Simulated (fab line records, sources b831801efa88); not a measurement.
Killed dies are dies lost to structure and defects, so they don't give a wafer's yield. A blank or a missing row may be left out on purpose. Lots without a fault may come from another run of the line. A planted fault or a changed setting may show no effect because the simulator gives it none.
A struck lot beside a sound one | flow sky130 | 15 steps out of a route of 708
Sound: wafers L234.2, L234.3, L234.5. Struck: wafers L244.1, L244.3, L244.4. The cause comes at the end.
At each step with rows: each side's tool, then ch and its chambers, then its first start. Under that, the readings that differ: sound wafers | struck wafers | difference of the means | sigmas: that difference in standard deviations of wafers without a fault.
alike: readings whose means differ by less than 2 such deviations, and words and numbers that are the same on both sides. not compared: withheld readings, readings that some wafer has no value for, bounds like >300 that may hide the same value, and numbers for which the record gives no deviation and whose values overlap.
The two part at a step that has a row with sigmas, a row that says differs or no value, or rows on one side only. Numbers that don't overlap but have no deviation are shown without sigmas and don't part them. A reading that every wafer of one side lacks parts them only if that side has two wafers or more.

first, 1 step without rows for these wafers: SKY_SD_P_DEVELOP_06 (develop time 60 s).
SKY_SD_P_CD_MEAS_07: target cd 380 nm.
  sound on cd_sem-01, day 25 13:29; struck on cd_sem-01, day 29 13:13
  alike: cd_nm
SKY_SD_P_OVL_MEAS_08:
  sound on overlay-01, day 25 13:36; struck on overlay-01, day 29 13:20
  alike: SD_P_OVL
then, 1 step without rows for these wafers: SKY_SD_P_IMPLANT_09.
SKY_SD_P_STRIP_10: strips in O2/N2.
  sound on plasma_asher-04 ch 0,1, day 25 13:47; struck on plasma_asher-04 ch 0,1, day 29 13:31
  alike: drypump_motor_current_A, oes_product_au, strip_time_to_endpoint_s
  not compared: rf_hours_counter_h
SKY_SD_P_TW_MEAS_11:
  sound on film_metro-04, day 25 13:53; struck on film_metro-03, day 29 13:37
  reading | sound          | struck         | difference | sigmas
  SD_P_TW | 2863 2875 2871 | 2785 2806 2804 | -71        | -2
then, 6 steps without rows for these wafers: SKY_RES_XHIGH_DEHYDRATE_00 (time 60 s); SKY_RES_XHIGH_HMDS_01 (prime time 60 s); SKY_RES_XHIGH_COAT_02 (resist thk 1140 nm); SKY_RES_XHIGH_SOFTBAKE_03 (time 60 s); SKY_RES_XHIGH_EXPOSE_04 (exposes mask URPM, target cd 1270 nm); SKY_RES_XHIGH_PEB_05.
SKY_RES_XHIGH_DEVELOP_06: develop time 60 s.
  sound on litho_track-02 ch 0, day 26 18:18; struck on litho_track-02 ch 0, day 30 11:01
  reading              | sound             | struck            | difference | sigmas
  developer_temp_C (C) | 23.09 23.06 22.95 | 23.86 24.01 23.85 | +0.87      | +9
then, 1 step without rows for these wafers: SKY_RES_XHIGH_IMPLANT_07.
-- the record jumps here: 18 days lie between the struck wafers' starts before and after (it left off in module RES_XHIGH and takes up again in module PAD_OPEN, whose first step shown is number 708 of the route) --
SKY_PAD_OPEN_PROBE_99:
  sound on prober-02, day 46 01:16; struck on prober-02, day 48 08:14
  alike: killed_at_M0_to_M3, killed_at_M4_up, killed_at_contacts, killed_at_front_end, killed_at_other, killed_dies, killed_open, killed_short

WHERE THEY PART
First at SKY_SD_P_TW_MEAS_11; last, within this record, at SKY_RES_XHIGH_DEVELOP_06. Later steps at which nothing parts them and some readings are alike: SKY_PAD_OPEN_PROBE_99.

WHY: what the simulator had put in
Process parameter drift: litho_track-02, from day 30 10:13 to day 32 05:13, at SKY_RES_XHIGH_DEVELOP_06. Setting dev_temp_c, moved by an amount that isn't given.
